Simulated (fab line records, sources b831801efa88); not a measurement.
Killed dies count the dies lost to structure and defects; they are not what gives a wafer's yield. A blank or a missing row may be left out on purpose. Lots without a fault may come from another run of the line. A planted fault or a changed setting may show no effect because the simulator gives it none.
Problem report in the 8D (eight disciplines) form, filled by code    flow gf180mcu    the parts of the form that need people (team, actions taken, sign-off) are left out

## 1. WHAT WENT WRONG
run-length-s at GF_MIM_STRIP_21 reads a mean of 1076 s on 6 wafers of 2 lots; wafers without a fault read 1228 s with a standard deviation of 3.3. Relative to the usual mean, that is a shift of -46 standard deviations.
The step: strips in post etch residue remover, time 1200 s.
First observed at day 30 02:53: wafer L825.4, on wet-bench-02. Wafers with a number at this step in the record: 39, from 13 lots. Rule for "out" (also "out of limits"): further than 4 standard deviations from the usual mean. The other wafers with a number count as sound.

## 2. WHAT IT IS, AND WHAT IT ISN'T
question                     is                      is not
which readings at this step  run-length-s            bath-heat-duty-pct
which lots                   L825, L826              L811, L812, L813, L814, L815, L816, L819, L821, L822, L831, L834
which wafers of those lots   all that have a number  -
read on which tools          wet-bench-02            wet-bench-01, wet-bench-04
when                         from day 30 02:53       up to then (27 sound wafers); but 6 sound wafers of L831, L834 came after

## 3. SUSPECTS, AND WHAT RULES EACH OUT
Counting: a tool at a process step up to the reading stays a suspect if it ran every lot that is out and no sound lot after the first of them.
- wet-bench-02 at GF_MIM_STRIP_21 (strips in post etch residue remover, time 1200 s): kept. Every lot that is out went through it, starting with L825 (day 30 02:53), and after that it ran no sound lot; the last sound lot it ran before then is L822 (day 28 18:01). On those wafers its own readings are out: run-length-s.
After counting, what remains is wet-bench-02 at GF_MIM_STRIP_21.

## 4. THE CAUSE (what the simulator had put in)
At GF_MIM_STRIP_21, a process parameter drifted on wet-bench-02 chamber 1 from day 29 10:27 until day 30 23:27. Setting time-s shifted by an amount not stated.
Counting left only this tool.

## 5. SEQUENCE OF EFFECTS, ordered by route
One row per reading whose mean, taken over the struck wafers that have a number, lies over 3 standard deviations from the usual. Only readings whose record carries a usual standard deviation are examined. hours: median over the lots of the time between each lot's start at the first step of this table that gives one and its start at this step. sigmas: the change, counted in usual standard deviations.
hours  step             reading       usual   on struck wafers  change  sigmas
0      GF_MIM_STRIP_21  run-length-s  1228 s  1076              -152    -46
Here are the process steps it includes:
- GF_MIM_STRIP_21: strips in post etch residue remover, time 1200 s.

## 6. WHAT WOULD HAVE CAUGHT IT SOONER
In this record no reading fell out of limits until day 30 02:53, 16 hours after the fault had begun at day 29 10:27.
